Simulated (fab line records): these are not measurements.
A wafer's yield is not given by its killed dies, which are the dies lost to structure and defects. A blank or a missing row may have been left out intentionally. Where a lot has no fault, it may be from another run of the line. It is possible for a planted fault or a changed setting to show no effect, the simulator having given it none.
A single fault, viewed from 2 desks -- flow sky130 -- each desk has only its own numbers; what lay behind them comes last

DESK OF THE TOOL OWNER: pvdSputter-01
The tool's own readings at SKY_METAL2_SPUTTER_02 (material AlCu, target thk 250 nm, time 13.3 s): means of the sampled wafers that have a number, for each lot that ran on this tool. The brackets show how far a lot's mean lies from the usual mean; more than 4 standard deviations puts the lot out of limits, marked OUT.
Columns: A = throttleValvePct at SKY_METAL2_SPUTTER_02, usual 30.0 %
lot,first seen here,A
L978,day 33 21:10,29.9
L983,day 35 21:59,29.9
L996,day 39 23:41,29.6
L998,day 40 14:19,30.1
L999,day 40 23:19,30.4
L100,day 41 02:53,29.9
This desk's verdict: no lot among the 6 shows anything out of limits.

AT THE METROLOGY DESK
Lot by lot, what the gauges showed, no matter which tool ran the lot: averages of those sampled wafers that carry a number. The brackets show how far a lot's mean lies from the usual mean; more than 4 standard deviations puts the lot out of limits, marked OUT.
Columns: A = cdNm at SKY_POLY_CUT_CD_MEAS_08, usual 269.5 nm; B = cdNm at SKY_METAL1_CD_MEAS_15, usual 139.9 nm; C = METAL2_ALCU_RS at SKY_METAL2_RS_MEAS_05, usual 0.1269 ohm/sq; D = METAL2_ALCU_THK at SKY_METAL2_THK_MEAS_06, usual 250.4 nm
lot,first seen here,A,B,C,D
L977,day 23 23:30,270.1,138.6,0.1284,248.2
L978,day 24 04:04,269.2,139.1,0.1258,253.0
L981,day 25 15:46,269.9,140.7,0.1272,250.8
L983,day 26 08:50,271.4,141.0,0.0970 (-30) OUT,338.1 (+35) OUT
L993,day 29 18:21,269.6,138.0,0.1262,251.9
L996,day 30 23:10,268.3,138.0,0.1272,248.3
L997,day 31 04:59,269.2,140.1,0.1264,250.3
L998,day 31 13:55,268.7,142.7,0.1270,250.8
L999,day 31 23:53,268.2,139.3,0.1294,243.7
L100,day 32 03:31,272.1,140.6,0.1272,251.8
This desk's finding: out of limits on L983; first on L983, day 35 22:07 (METAL2_ALCU_RS at SKY_METAL2_RS_MEAS_05). L977, L978, L981, L993, L996, L997, L998, L999, L100 stayed within limits.

TAKEN TOGETHER
Metrology desk: alarm possible at day 35 22:07 on L983.
The tool owner's desk saw nothing out of limits.
The tool owner's desk has L983 on record, within its limits.
The lots listed all ran SKY_METAL2_SPUTTER_02 on pvdSputter-01.

WHAT THE SIMULATOR HAD PUT IN
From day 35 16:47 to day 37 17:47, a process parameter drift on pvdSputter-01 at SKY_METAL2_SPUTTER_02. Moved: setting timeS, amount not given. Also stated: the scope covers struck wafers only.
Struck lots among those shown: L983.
Hours from the fault's start to each desk's first reading out of limits: the metrology desk, 5.
